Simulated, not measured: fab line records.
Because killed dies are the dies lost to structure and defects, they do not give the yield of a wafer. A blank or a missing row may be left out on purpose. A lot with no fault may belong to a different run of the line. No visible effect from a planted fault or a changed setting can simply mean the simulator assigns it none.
The tool behind it: which one? || flow sky130 || Sampling: 11 lots, 33 wafers, 3 of 708 route steps

WHAT THE GAUGES READ, wafer by wafer
SKY_CONTACT_RS_MEAS_25: uses a four-point probe to measure. Usual: for CONTACT_W_RS the level is 0.339 ohm/sq and the standard deviation is 0.0037.
{"lot": "L636", "measured": "day 31 15:32", "on": "film-metro-03", "CONTACT_W_RS (ohm/sq)": "0.340 0.342 0.341", "flag": ""}
{"lot": "L639", "measured": "day 32 18:59", "on": "film-metro-01", "CONTACT_W_RS (ohm/sq)": "0.337 0.333 0.337", "flag": ""}
{"lot": "L644", "measured": "day 34 00:53", "on": "film-metro-01", "CONTACT_W_RS (ohm/sq)": "0.338 0.336 0.336", "flag": ""}
{"lot": "L645", "measured": "day 34 08:52", "on": "film-metro-02", "CONTACT_W_RS (ohm/sq)": "0.341 0.343 0.341", "flag": ""}
{"lot": "L646", "measured": "day 34 18:38", "on": "film-metro-01", "CONTACT_W_RS (ohm/sq)": "0.335 0.337 0.335", "flag": ""}
{"lot": "L647", "measured": "day 35 02:22", "on": "film-metro-02", "CONTACT_W_RS (ohm/sq)": "0.343 0.343 0.346", "flag": ""}
{"lot": "L648", "measured": "day 35 06:29", "on": "film-metro-03", "CONTACT_W_RS (ohm/sq)": "0.344 0.346 0.342", "flag": ""}
{"lot": "L649", "measured": "day 35 19:15", "on": "film-metro-01", "CONTACT_W_RS (ohm/sq)": "0.338 0.343 0.343", "flag": ""}
{"lot": "L652", "measured": "day 36 21:31", "on": "film-metro-03", "CONTACT_W_RS (ohm/sq)": "0.337 0.335 0.334", "flag": ""}
{"lot": "L654", "measured": "day 37 06:09", "on": "film-metro-03", "CONTACT_W_RS (ohm/sq)": "0.341 0.346 0.339", "flag": ""}
{"lot": "L659", "measured": "day 38 19:44", "on": "film-metro-03", "CONTACT_W_RS (ohm/sq)": "0.344 0.340 0.343", "flag": ""}

SKY_METAL1_RS_MEAS_05: uses a four-point probe to measure. Usual: for METAL1_ALCU_RS the level is 0.1269 ohm/sq and the standard deviation is 0.0015.
{"lot": "L636", "measured": "day 31 16:09", "on": "film-metro-04", "METAL1_ALCU_RS (ohm/sq)": "0.1275 0.1247 0.1263", "flag": ""}
{"lot": "L639", "measured": "day 32 19:36", "on": "film-metro-02", "METAL1_ALCU_RS (ohm/sq)": "0.1263 0.1256 0.1285", "flag": ""}
{"lot": "L644", "measured": "day 34 01:31", "on": "film-metro-01", "METAL1_ALCU_RS (ohm/sq)": "0.1253 0.1258 0.1272", "flag": ""}
{"lot": "L645", "measured": "day 34 09:29", "on": "film-metro-02", "METAL1_ALCU_RS (ohm/sq)": "0.1266 0.1260 0.1278", "flag": ""}
{"lot": "L646", "measured": "day 34 19:29", "on": "film-metro-02", "METAL1_ALCU_RS (ohm/sq)": "0.1284 0.1283 0.1281", "flag": ""}
{"lot": "L647", "measured": "day 35 02:59", "on": "film-metro-04", "METAL1_ALCU_RS (ohm/sq)": "0.1291 0.1278 0.1289", "flag": ""}
{"lot": "L648", "measured": "day 35 07:07", "on": "film-metro-01", "METAL1_ALCU_RS (ohm/sq)": "0.1264 0.1273 0.1281", "flag": ""}
{"lot": "L649", "measured": "day 35 19:52", "on": "film-metro-01", "METAL1_ALCU_RS (ohm/sq)": "0.1273 0.1264 0.1252", "flag": ""}
{"lot": "L652", "measured": "day 36 22:08", "on": "film-metro-01", "METAL1_ALCU_RS (ohm/sq)": "0.1262 0.1266 0.1249", "flag": ""}
{"lot": "L654", "measured": "day 37 06:46", "on": "film-metro-01", "METAL1_ALCU_RS (ohm/sq)": "0.1285 0.1264 0.1269", "flag": ""}
{"lot": "L659", "measured": "day 38 20:22", "on": "film-metro-01", "METAL1_ALCU_RS (ohm/sq)": "0.1244 0.1271 0.1267", "flag": ""}

SKY_VIA1_THK_MEAS_01. Usual: for VIA1_HDPCVD_THK the level is 1031 nm and the standard deviation is 10.
{"lot": "L636", "measured": "day 32 21:00", "on": "film-metro-04", "VIA1_HDPCVD_THK (nm)": "1024 1030 1037", "flag": ""}
{"lot": "L639", "measured": "day 33 23:03", "on": "film-metro-04", "VIA1_HDPCVD_THK (nm)": "1020 1025 1024", "flag": ""}
{"lot": "L644", "measured": "day 35 06:52", "on": "film-metro-02", "VIA1_HDPCVD_THK (nm)": "1035 1033 1047", "flag": ""}
{"lot": "L645", "measured": "day 35 12:58", "on": "film-metro-02", "VIA1_HDPCVD_THK (nm)": "1030 1023 1028", "flag": ""}
{"lot": "L646", "measured": "day 35 22:54", "on": "film-metro-03", "VIA1_HDPCVD_THK (nm)": "1024 1035 1025", "flag": ""}
{"lot": "L647", "measured": "day 36 06:56", "on": "film-metro-04", "VIA1_HDPCVD_THK (nm)": "1042 1038 1035", "flag": ""}
{"lot": "L648", "measured": "day 36 09:55", "on": "film-metro-02", "VIA1_HDPCVD_THK (nm)": "1041 1038 1039", "flag": ""}
{"lot": "L649", "measured": "day 36 23:03", "on": "film-metro-04", "VIA1_HDPCVD_THK (nm)": "1040 1028 1056", "flag": ""}
{"lot": "L652", "measured": "day 38 01:28", "on": "film-metro-02", "VIA1_HDPCVD_THK (nm)": "1035 1033 1036", "flag": ""}
{"lot": "L654", "measured": "day 38 09:30", "on": "film-metro-02", "VIA1_HDPCVD_THK (nm)": "1034 1028 1029", "flag": ""}
{"lot": "L659", "measured": "day 39 22:13", "on": "film-metro-04", "VIA1_HDPCVD_THK (nm)": "1032 1039 1039", "flag": ""}

WHAT TOOL EACH LOT RAN ON (gives the tool, then ch and the chambers of the sampled wafers, and finally the start)
Record: no process step prior to these readings.

WHAT THE TOOLS THEMSELVES READ (means of the sampled wafers that have a number; where no wafer has one, the mark that the record gives instead)
The record holds no such reading with a usual standard deviation.

THE ANSWER, worked out from the rows above alone
Rule: a lot counts as off when the mean over its wafers that have a number is more than 3 standard deviations away from the usual mean. Also off: a lot with no number at a reading for which 4 or more lots have one. All remaining lots with rows at the step are treated as sound. Order of review: gauges by route order, followed by the tools' own readings, for which a lot's mean as printed above is used. The first step at which some lot is off is used, and at that step the reading that is off furthest; a lot without a number counts as furthest.
Nothing can be told from this: no lot is off at any reading shown.

WHAT THE SIMULATOR HAD INSERTED
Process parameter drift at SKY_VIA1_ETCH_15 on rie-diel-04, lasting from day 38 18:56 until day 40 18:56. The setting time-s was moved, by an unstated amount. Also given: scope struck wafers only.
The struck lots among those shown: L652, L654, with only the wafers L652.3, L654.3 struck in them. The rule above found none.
